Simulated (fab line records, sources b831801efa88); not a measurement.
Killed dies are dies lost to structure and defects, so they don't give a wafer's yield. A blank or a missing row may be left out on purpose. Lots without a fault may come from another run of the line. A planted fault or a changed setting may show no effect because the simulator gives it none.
fab line records | flow sky130
record lots=10 wafers=30 last_day=50
route steps=708 shown CONTACT@433 METAL1@449 VIA1@479 METAL3@536
lots that met no fault: from a run of the same line without faults
start_h: hours from the record's first day to the start of the lot's first wafer shown | wait_h: hours since the lot's step before | " the same as in the row above | L1.1+2: a row that stands for several wafers | - no value, or no start given | * or withheld: withheld | < > ~ a bound
route shown NAME@n: a module of which the file shows steps, and the number in the route of the first | usual: mean/standard deviation of fault-free wafers | same: alike in all rows | chamber/n: place in a boat | sites: the reading at each site | _std_site: their standard deviation | _edge_site: outer sites' mean less inner sites' | radius_mm: how far each site lies from the wafer's centre | mask NAME#n: copy n | behind: the tool/chamber that last shaped the wafer | hold: why the lot was held/for how many hours/how that ended | device: the transistor (n, p or np) that didn't switch | end of line: the same wafers' tests at the end of the route | a step without rows: its recipe alone | killed: dies lost to structure and defects at the first sort, not the wafer's yield | map: a wafer's dies, x killed, . not, _ none there
set.NAME: the setting as run; set.NAME@STEP: as run at that earlier step | model.NAME: the simulator's own value behind a step, which no gauge read
steps of the route over a sample of lots; a table a step, a row a wafer
services: from which hour (start_h, from the record's first day; less than 0 if before it) a tool's chamber was out of use, for how many hours, and why
## steps
# step SKY_CONTACT_CMP_27
# recipe stop_on=SiO2 t_overpolish_s=15 down_force_psi=3.5 platen_rpm=60 target_thk_nm=0 pad_velocity_m_s=0.94248
# usual motor_current_A=11.1/1.2 overpolish_run_s=15.000/0.0088 retaining_ring_pressure_frac=0.999/0.0047 time_to_endpoint_s=81.5/2.9
# columns lot.wafer tool chamber start_h wait_h motor_current_A overpolish_run_s retaining_ring_pressure_frac time_to_endpoint_s
L111.1 cmp-02 0 743.33 0.1 10.4 15.012 1.012 90.5
L111.5 " 0 " " 10.8 14.991 0.998 87.8
L111.6 " 1 " " 10.0 15.007 1.001 87.1
L115.4 cmp-01 0 775.56 0.1 12.4 14.989 1.002 79.0
L115.6 " 3 " " 10.3 14.999 1.000 82.3
L115.5 " 0 " " 11.3 14.995 0.999 82.1
L116.1 cmp-01 1 778.01 0.1 12.0 14.996 0.998 75.6
L116.3 " 2 " " 10.6 15.001 1.003 77.7
L116.6 " 1 " " 12.8 15.003 0.998 79.3
L117.3 cmp-01 0 787.24 0.1 12.4 14.997 0.985 78.4
L117.4 " 1 " " 12.4 15.004 0.995 82.6
L117.5 " 2 " " 11.5 15.000 0.994 80.5
L118.1 cmp-02 3 805.95 0.1 13.6 14.996 0.995 81.6
L118.3 " 0 " " 10.9 15.009 1.001 84.3
L118.6 " 0 " " 10.9 14.999 1.004 83.2
L119.1 cmp-02 2 806.42 0.1 9.4 15.019 0.992 85.0
L119.2 " 0 " " 11.3 15.012 0.993 85.7
L119.3 " 1 " " 10.0 15.009 0.998 84.7
L123.3 cmp-02 1 836.81 0.1 9.7 14.992 1.001 81.7
L123.6 " 3 " " 13.6 15.003 0.989 81.4
L123.5 " 0 " " 10.8 15.003 1.007 83.8
L125.1 cmp-01 3 849.99 0.2 10.5 14.994 0.997 79.9
L125.6 " 0 " " 11.9 14.985 0.994 80.9
L125.5 " 1 " " 13.0 15.011 0.991 80.5
L131.3 cmp-02 3 892.15 0.1 12.5 15.000 1.000 77.3
L131.6 " 1 " " 10.3 15.011 0.995 78.3
L131.5 " 2 " " 9.5 15.004 1.005 75.7
L132.2 cmp-01 2 909.77 0.0 11.1 15.003 1.004 83.9
L132.4 " 0 " " 12.1 15.006 1.004 81.9
L132.5 " 3 " " 9.7 14.991 0.999 84.6
# step SKY_METAL1_CD_MEAS_15
# recipe target_cd_nm=140
# usual cd_nm=139.4/1.4
# columns lot.wafer tool chamber start_h wait_h cd_nm
L111.1 cd_sem-01 - 770.68 - 139.6
L111.5 " - " " 140.3
L111.6 " - " " 140.4
L115.4 cd_sem-02 - 802.25 - 138.5
L115.5 " - " " 139.0
L115.6 " - " " 139.8
L116.1 cd_sem-02 - 804.44 - 140.6
L116.3 " - " " 138.7
L116.6 " - " " 138.7
L117.3 cd_sem-02 - 814.35 - 139.8
L117.4 " - " " 139.5
L117.5 " - " " 140.0
L118.1 cd_sem-02 - 831.81 - 137.5
L118.3 " - " " 138.2
L118.6 " - " " 136.8
L119.1 cd_sem-01 - 832.14 - 140.1
L119.2 " - " " 139.1
L119.3 " - " " 138.9
L123.3 cd_sem-02 - 863.73 - 143.1
L123.5 " - " " 140.5
L123.6 " - " " 140.9
L125.1 cd_sem-02 - 876.46 - 138.5
L125.5 " - " " 139.7
L125.6 " - " " 139.1
L131.3 cd_sem-02 - 917.52 - 137.3
L131.5 " - " " 138.2
L131.6 " - " " 137.2
L132.2 cd_sem-01 - 934.48 - 138.9
L132.4 " - " " 139.3
L132.5 " - " " 140.4
# step SKY_VIA1_CVD_21
# recipe material=W target_thk_nm=270 time_s=80.902 temp_c=400 pressure_torr=40
# usual chamber_pressure_Torr=40.00/0.093 heater_power_w=915/69
# columns lot.wafer tool chamber start_h wait_h chamber_pressure_Torr heater_power_w
L111.1 cvd_w-02 1 799.79 0.0 39.93 867
L111.5 " 1 " " 40.13 849
L111.6 " 0 " " 40.07 902
L115.4 cvd_w-02 0 829.82 0.0 39.95 936
L115.5 " 1 " " 40.01 864
L115.6 " 0 " " 39.99 921
L116.1 cvd_w-01 1 832.09 0.0 40.15 1021
L116.3 " 1 " " 39.99 1040
L116.6 " 0 " " 39.82 871
L117.3 cvd_w-02 1 842.19 0.1 40.13 881
L117.4 " 0 " " 39.99 942
L117.5 " 1 " " 39.91 877
L118.1 cvd_w-01 0 860.52 0.0 40.00 877
L118.3 " 0 " " 39.97 872
L118.6 " 1 " " 39.95 1029
L119.1 cvd_w-02 1 860.58 0.0 40.16 844
L119.2 " 0 " " 39.94 929
L119.3 " 1 " " 40.25 864
L123.3 cvd_w-02 0 892.26 0.1 49.65 942
L123.5 " 1 " " 49.67 852
L123.6 " 0 " " 49.79 925
L125.1 cvd_w-02 1 903.34 0.0 49.54 869
L125.5 " 1 " " 49.38 861
L125.6 " 0 " " 49.58 934
L131.3 cvd_w-01 0 944.46 0.1 40.07 875
L131.5 " 1 " " 39.93 1009
L131.6 " 0 " " 40.15 874
L132.2 cvd_w-01 0 961.43 0.0 40.09 875
L132.4 " 0 " " 40.12 876
L132.5 " 1 " " 40.09 1023
# step SKY_VIA1_RS_MEAS_22
# recipe thk_meas_gauge=four-point-probe reads=W_of_VIA1_CVD_21+TiN_of_VIA1_SPUTTER_20
# usual VIA1_W_RS=0.427/0.0039
# columns lot.wafer tool chamber start_h wait_h VIA1_W_RS[ohm/sq]
L111.1 film_metro-02 - 799.88 0.1 0.426
L111.5 " - " " 0.428
L111.6 " - " " 0.432
L115.4 film_metro-03 - 829.95 0.1 0.429
L115.5 " - " " 0.425
L115.6 " - " " 0.424
L116.1 film_metro-02 - 832.18 0.1 0.424
L116.3 " - " " 0.424
L116.6 " - " " 0.429
L117.3 film_metro-01 - 842.29 0.1 0.424
L117.4 " - " " 0.432
L117.5 " - " " 0.427
L118.1 film_metro-03 - 860.61 0.1 0.428
L118.3 " - " " 0.436
L118.6 " - " " 0.433
L119.1 film_metro-01 - 860.67 0.1 0.429
L119.2 " - " " 0.424
L119.3 " - " " 0.430
L123.3 film_metro-03 - 892.36 0.1 0.385
L123.5 " - " " 0.382
L123.6 " - " " 0.387
L125.1 film_metro-01 - 903.44 0.1 0.381
L125.5 " - " " 0.376
L125.6 " - " " 0.385
L131.3 film_metro-01 - 944.56 0.1 0.423
L131.5 " - " " 0.426
L131.6 " - " " 0.429
L132.2 film_metro-03 - 961.54 0.1 0.424
L132.4 " - " " 0.427
L132.5 " - " " 0.428
# step SKY_VIA1_THK_MEAS_23
# recipe thk_meas_gauge=xrf reads=W_of_VIA1_CVD_21
# usual VIA1_W_THK=276/3.1
# columns lot.wafer tool chamber start_h wait_h VIA1_W_THK[nm]
L111.1 film_metro-02 - 800.00 0.1 277
L111.5 " - " " 274
L111.6 " - " " 272
L115.4 film_metro-03 - 830.04 0.1 275
L115.5 " - " " 277
L115.6 " - " " 278
L116.1 film_metro-02 - 832.30 0.1 278
L116.3 " - " " 280
L116.6 " - " " 276
L117.3 film_metro-01 - 842.39 0.1 279
L117.4 " - " " 274
L117.5 " - " " 276
L118.1 film_metro-03 - 860.73 0.1 276
L118.3 " - " " 271
L118.6 " - " " 272
L119.1 film_metro-01 - 860.79 0.1 274
L119.2 " - " " 278
L119.3 " - " " 276
L123.3 film_metro-03 - 892.46 0.1 309
L123.5 " - " " 313
L123.6 " - " " 306
L125.1 film_metro-01 - 903.56 0.1 309
L125.5 " - " " 314
L125.6 " - " " 308
L131.3 film_metro-01 - 944.66 0.1 278
L131.5 " - " " 276
L131.6 " - " " 274
L132.2 film_metro-03 - 961.65 0.1 274
L132.4 " - " " 273
L132.5 " - " " 272
# step SKY_VIA1_CMP_24
# recipe stop_on=SiO2 t_overpolish_s=15 down_force_psi=3.5 platen_rpm=60 target_thk_nm=0 pad_velocity_m_s=0.94248
# usual motor_current_A=11.1/1.3 retaining_ring_pressure_frac=1.000/0.0056 time_to_endpoint_s=65.1/2.7
# columns lot.wafer tool chamber start_h wait_h motor_current_A retaining_ring_pressure_frac time_to_endpoint_s
L111.1 cmp-02 1 800.16 0.1 10.0 0.999 64.4
L111.6 " 3 " " 12.8 0.994 64.6
L111.5 " 0 " " 10.9 1.004 65.8
L115.4 cmp-01 3 830.07 0.0 10.3 1.003 64.9
L115.5 " 3 " " 9.9 1.001 63.6
L115.6 " 0 " " 12.3 1.000 66.8
L116.1 cmp-01 0 832.41 0.1 11.6 0.991 67.1
L116.3 " 1 " " 11.8 0.998 68.4
L116.6 " 0 " " 11.6 0.998 64.6
L117.4 cmp-01 2 842.43 0.0 10.6 0.991 62.7
L117.3 " 1 " " 12.7 1.008 68.1
L117.5 " 2 " " 11.1 0.997 62.4
L118.3 cmp-01 3 860.89 0.1 10.1 1.003 60.8
L118.1 " 0 " " 11.9 0.995 59.7
L118.6 " 1 " " 12.8 1.004 62.1
L119.2 cmp-02 3 860.90 0.1 12.9 0.990 70.6
L119.3 " 0 " " 10.8 1.009 67.2
L119.1 " 1 " " 10.1 0.998 66.0
L123.3 cmp-01 0 892.65 0.2 12.2 1.006 73.4
L123.6 " 1 " " 12.5 0.996 71.1
L123.5 " 2 " " 11.0 0.996 71.4
L125.1 cmp-01 3 903.77 0.2 9.8 0.995 77.3
L125.5 " 0 " " 12.2 1.000 72.6
L125.6 " 1 " " 12.1 1.002 75.5
L131.3 cmp-02 0 944.80 0.1 10.7 0.998 73.1
L131.5 " 2 " " 9.1 1.000 64.5
L131.6 " 3 " " 12.8 1.018 67.8
L132.4 cmp-02 3 961.75 0.1 13.3 1.004 65.5
L132.2 " 0 " " 11.0 1.008 69.6
L132.5 " 3 " " 14.1 0.998 66.7
# step SKY_METAL3_SPUTTER_04
# recipe material=TiN target_thk_nm=70 power_w=6500 time_s=58.3 chamber_pressure_pa=0.4
# usual throttle_valve_pct=29.9/1.2
# columns lot.wafer tool chamber start_h wait_h throttle_valve_pct
L111.1 pvd_sputter-02 - 855.53 0.0 27.7
L111.5 " - " " 29.4
L111.6 " - " " 27.6
L115.4 pvd_sputter-02 - 885.88 0.0 27.6
L115.5 " - " " 29.2
L115.6 " - " " 30.6
L116.1 pvd_sputter-02 - 887.58 0.0 29.3
L116.3 " - " " 27.8
L116.6 " - " " 31.5
L117.3 pvd_sputter-01 - 897.59 0.0 27.6
L117.4 " - " " 31.7
L117.5 " - " " 29.6
L118.1 pvd_sputter-04 - 914.94 0.0 29.6
L118.3 " - " " 29.5
L118.6 " - " " 29.5
L119.1 pvd_sputter-02 - 915.62 0.0 29.5
L119.2 " - " " 30.5
L119.3 " - " " 27.6
L123.3 pvd_sputter-02 - 945.69 0.0 30.8
L123.5 " - " " 31.1
L123.6 " - " " 30.5
L125.1 pvd_sputter-02 - 956.00 0.0 29.1
L125.5 " - " " 30.5
L125.6 " - " " 29.4
L131.3 pvd_sputter-04 - 996.88 0.0 30.6
L131.5 " - " " 30.5
L131.6 " - " " 29.4
L132.2 pvd_sputter-04 - 1012.16 0.0 30.5
L132.4 " - " " 29.6
L132.5 " - " " 30.3
## services
# columns tool chamber start_h hours kind
cvd_w-01 1 720.75 6.2 repair
cvd_w-02 0 723.04 8.1 repair
cmp-01 - 725.83 4.1 repair
pvd_sputter-02 - 751.22 4.7 repair
cmp-02 - 758.04 1.6 repair
cmp-02 - 761.58 4.0 pm
cmp-01 - 765.58 3.7 pm
cvd_w-02 0 776.55 2.5 repair
cvd_w-02 - 781.77 6.9 pm
cvd_w-01 - 793.60 37.2 repair
cvd_w-02 0 801.81 11.4 repair
cvd_w-02 - 813.32 5.5 repair
cvd_w-01 - 833.81 2.3 repair
cmp-02 - 856.66 0.4 repair
cvd_w-01 0 874.94 3.7 repair
cmp-02 - 893.60 2.6 repair
pvd_sputter-02 - 903.76 0.9 repair
cvd_w-02 - 904.00 14.0 pm
cmp-01 - 912.00 4.0 pm
cvd_w-02 - 969.06 9.7 repair
cmp-02 - 977.54 1.5 repair
cmp-02 - 983.28 0.6 repair
cmp-02 - 985.62 7.0 pm
cmp-01 - 998.13 19.1 pm
## key
first_sign step=SKY_VIA1_CVD_21 reading=chamber_pressure_Torr direction=up sigmas=99+ usual=40.00 struck=49.60
effect step=SKY_VIA1_RS_MEAS_22 reading=VIA1_W_RS direction=down sigmas=11 usual=0.427 struck=0.383
effect step=SKY_VIA1_THK_MEAS_23 reading=VIA1_W_THK direction=up sigmas=11 usual=276 struck=310
effect step=SKY_VIA1_CMP_24 reading=time_to_endpoint_s direction=up sigmas=3.2 usual=* struck=*
met_at SKY_VIA1_CVD_21
struck_lots L123,L125
not_acting_at SKY_CONTACT_CMP_27,SKY_METAL1_CD_MEAS_15,SKY_METAL3_SPUTTER_04
onset_between 860.58 892.26
fault kind=process_parameter_drift tool=cvd_w-02 chamber=- onset_h=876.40 steps=SKY_VIA1_CVD_21 channel=pressure_torr offset=9.591 shape=step end_h=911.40 acts_in=these_recipes_only stated=40
